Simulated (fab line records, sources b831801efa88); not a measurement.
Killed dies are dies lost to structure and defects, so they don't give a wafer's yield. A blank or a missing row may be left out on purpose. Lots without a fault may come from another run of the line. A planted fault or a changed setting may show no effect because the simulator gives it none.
One fault seen from 2 desks | flow sky130 | each desk has only its own numbers; what lay behind them comes last

THE METROLOGY DESK
What the gauges read, lot by lot, whatever tool the lot ran on: means of the sampled wafers that have a number. A lot is out of limits, marked OUT, if its mean lies more than 4 standard deviations from the usual mean; the brackets give that distance.
Columns: A = VIA1_BOW at SKY_VIA1_BOW_MEAS_03, usual 80 um; B = VIA1_W_RS at SKY_VIA1_RS_MEAS_22, usual 0.428 ohm/sq; C = VIA1_W_THK at SKY_VIA1_THK_MEAS_23, usual 261 nm
lot  | first seen here | A  | B               | C
L324 | day 32 21:19    | 73 | 0.426           | 265
L326 | day 33 18:51    | 84 | 0.433           | 258
L328 | day 34 14:01    | 81 | 0.430           | 259
L330 | day 35 04:12    | 82 | 0.510 (+21) OUT | 217 (-13) OUT
L332 | day 35 15:58    | 86 | 0.424           | 264
L331 | day 35 16:55    | 78 | 0.504 (+19) OUT | 224 (-11) OUT
L341 | day 38 13:07    | 77 | 0.431           | 258
L342 | day 38 22:31    | 85 | 0.434           | 254
L343 | day 39 00:34    | 83 | 0.434           | 258
L345 | day 39 21:14    | 83 | 0.423           | 264
L346 | day 40 03:20    | 77 | 0.430           | 260
This desk's finding: out of limits on L330, L331; first on L330, day 36 07:31 (VIA1_W_RS at SKY_VIA1_RS_MEAS_22). In limits: L324, L326, L328, L332, L341, L342, L343, L345, L346.

THE TOOL OWNER'S DESK: cvd_w-02
The tool's own readings at SKY_VIA1_CVD_21 (deposits W, target thk 270 nm, time 80.902 s): means of the sampled wafers that have a number, for each lot that ran on this tool. A lot is out of limits, marked OUT, if its mean lies more than 4 standard deviations from the usual mean; the brackets give that distance.
Columns: A = heater_power_w at SKY_VIA1_CVD_21, usual 781 W
lot  | first seen here | A
L324 | day 34 00:50    | 805
L328 | day 35 17:28    | 808
L330 | day 36 07:25    | 830
L331 | day 36 20:15    | 822
L346 | day 41 04:09    | 827
This desk's finding: nothing out of limits on any of the 5 lots.

PUT TOGETHER
The metrology desk could have raised an alarm at day 36 07:31, on L330, L331.
The tool owner's desk saw nothing out of limits.
The tool owner's desk has L330, L331 on record, within its limits.
Of the lots named, all ran SKY_VIA1_CVD_21 on cvd_w-02.

WHAT THE SIMULATOR HAD PUT IN
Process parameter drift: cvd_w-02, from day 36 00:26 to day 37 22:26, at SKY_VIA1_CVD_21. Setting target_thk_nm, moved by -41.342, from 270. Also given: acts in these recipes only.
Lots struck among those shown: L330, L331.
Hours from the fault's start to each desk's first reading out of limits: the metrology desk, 7.
